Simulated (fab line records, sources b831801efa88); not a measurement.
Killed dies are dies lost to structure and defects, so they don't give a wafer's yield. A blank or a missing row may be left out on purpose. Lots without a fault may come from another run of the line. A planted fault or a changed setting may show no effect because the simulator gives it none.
Which tool did it? | flow sky130 | 13 lots, 39 wafers sampled, at 3 steps of a route of 708

WHAT THE GAUGES READ, wafer by wafer
SKY_CAP2M_OVL_MEAS_12. Usual: CAP2M_OVL -0.6 nm, standard deviation 1.4.
lot  | measured     | on         | CAP2M_OVL (nm) | flag
L601 | day 40 22:29 | overlay-02 | 0.0 -0.8 -2.9  |
L602 | day 41 08:24 | overlay-01 | -2.2 -1.6 -0.6 |
L605 | day 42 04:41 | overlay-01 | -1.4 -1.3 0.7  |
L606 | day 42 07:32 | overlay-01 | -0.1 -0.6 -0.9 |
L608 | day 42 21:53 | overlay-02 | -1.3 -0.5 -0.4 |
L609 | day 43 09:50 | overlay-01 | 0.3 0.7 1.1    |
L610 | day 43 15:23 | overlay-02 | -1.9 -2.4 -3.3 |
L611 | day 43 19:25 | overlay-01 | 0.5 -0.3 -1.9  |
L613 | day 44 07:46 | overlay-02 | -2.2 -1.3 -0.7 |
L614 | day 44 15:11 | overlay-02 | -2.7 -1.3 -2.1 |
L616 | day 45 04:50 | overlay-01 | 0.2 1.1 1.8    |
L619 | day 45 21:26 | overlay-01 | 0.5 0.5 0.2    |
L624 | day 47 06:28 | overlay-01 | -2.3 -1.6 -1.4 |

SKY_VIA4_THK_MEAS_01. Usual: VIA4_HDPCVD_THK 1742 nm, standard deviation 27.
lot  | measured     | on            | VIA4_HDPCVD_THK (nm) | flag
L601 | day 41 23:53 | film_metro-01 | 1746 1764 1799       |
L602 | day 42 10:16 | film_metro-01 | 1711 1734 1781       |
L605 | day 43 06:25 | film_metro-02 | 1762 1743 1762       |
L606 | day 43 08:53 | film_metro-02 | 1759 1726 1745       |
L608 | day 43 22:53 | film_metro-02 | 1759 1729 1769       |
L609 | day 44 10:07 | film_metro-01 | 1734 1743 1733       |
L610 | day 44 16:22 | film_metro-02 | 1714 1702 1709       |
L611 | day 44 19:52 | film_metro-02 | 1723 1723 1688       |
L613 | day 45 07:41 | film_metro-01 | 1778 1728 1782       |
L614 | day 45 15:06 | film_metro-01 | 1761 1777 1782       |
L616 | day 46 03:21 | film_metro-02 | 1734 1729 1755       |
L619 | day 46 19:47 | film_metro-02 | 1721 1733 1698       |
L624 | day 48 03:30 | film_metro-02 | 1716 1753 1746       |

WHICH TOOL RAN EACH LOT (tool, then ch and the chambers of the sampled wafers, then the start)
lot  | SKY_POLY_CUT_STRIP_12
L601 | plasma_asher-02 ch 0,1, day 24 10:07
L602 | plasma_asher-04 ch 0,1, day 24 21:21
L605 | plasma_asher-02 ch 0,1, day 25 22:46
L606 | plasma_asher-04 ch 0,1, day 26 02:13
L608 | plasma_asher-03 ch 0,1, day 26 20:22
L609 | plasma_asher-03 ch 0,1, day 27 09:28
L610 | plasma_asher-02 ch 0,1, day 27 15:13
L611 | plasma_asher-03 ch 0,1, day 27 22:25
L613 | plasma_asher-03 ch 0,1, day 28 16:13
L614 | plasma_asher-03 ch 0,1, day 28 21:25
L616 | plasma_asher-03 ch 0,1, day 29 15:45
L619 | plasma_asher-03 ch 0,1, day 30 17:25
L624 | plasma_asher-02 ch 0,1, day 32 10:04
- SKY_POLY_CUT_STRIP_12: strips in O2/N2.

WHAT THE TOOLS THEMSELVES READ (means of the sampled wafers that have a number; where no wafer has one, the mark that the record gives instead)
SKY_POLY_CUT_STRIP_12. Usual: drypump_motor_current_A 5.7 A, standard deviation 0.63; oes_product_au 0.452 a.u., standard deviation 0.0044; strip_time_to_endpoint_s 5.362 s, standard deviation 0.019.
lot  | tool            | drypump_motor_current_A (A) | oes_product_au (a.u.) | strip_time_to_endpoint_s (s) | flag
L601 | plasma_asher-02 | 5.8                         | 0.450                 | 5.359                        |
L602 | plasma_asher-04 | 5.2                         | 0.455                 | 5.349                        |
L605 | plasma_asher-02 | 5.8                         | 0.451                 | 5.346                        |
L606 | plasma_asher-04 | 5.1                         | 0.452                 | 5.353                        |
L608 | plasma_asher-03 | 5.4                         | 0.454                 | 5.359                        |
L609 | plasma_asher-03 | 5.5                         | 0.455                 | 5.347                        |
L610 | plasma_asher-02 | 5.8                         | 0.455                 | 5.371                        |
L611 | plasma_asher-03 | 5.4                         | 0.454                 | 5.374                        |
L613 | plasma_asher-03 | 5.9                         | 0.451                 | 5.363                        |
L614 | plasma_asher-03 | 5.4                         | 0.452                 | 5.361                        |
L616 | plasma_asher-03 | 5.4                         | 0.453                 | 5.372                        |
L619 | plasma_asher-03 | 6.0                         | 0.455                 | 5.358                        |
L624 | plasma_asher-02 | 5.8                         | 0.450                 | 5.319                        |

THE ANSWER, worked out from the rows above alone
Rule: a lot is off if the mean of its wafers that have a number lies more than 3 standard deviations from the usual mean. A lot without any number at a reading at which 4 lots or more have one is off too. The other lots that the step has rows for count as sound. The gauges are gone through in route order, then the tools' own readings, and for those a lot's mean is taken as printed above. The first step at which some lot is off is used, and at that step the reading that is off furthest; a lot without a number counts as furthest.
No lot is off at any reading shown: from this, nothing can be told.

WHAT THE SIMULATOR HAD PUT IN
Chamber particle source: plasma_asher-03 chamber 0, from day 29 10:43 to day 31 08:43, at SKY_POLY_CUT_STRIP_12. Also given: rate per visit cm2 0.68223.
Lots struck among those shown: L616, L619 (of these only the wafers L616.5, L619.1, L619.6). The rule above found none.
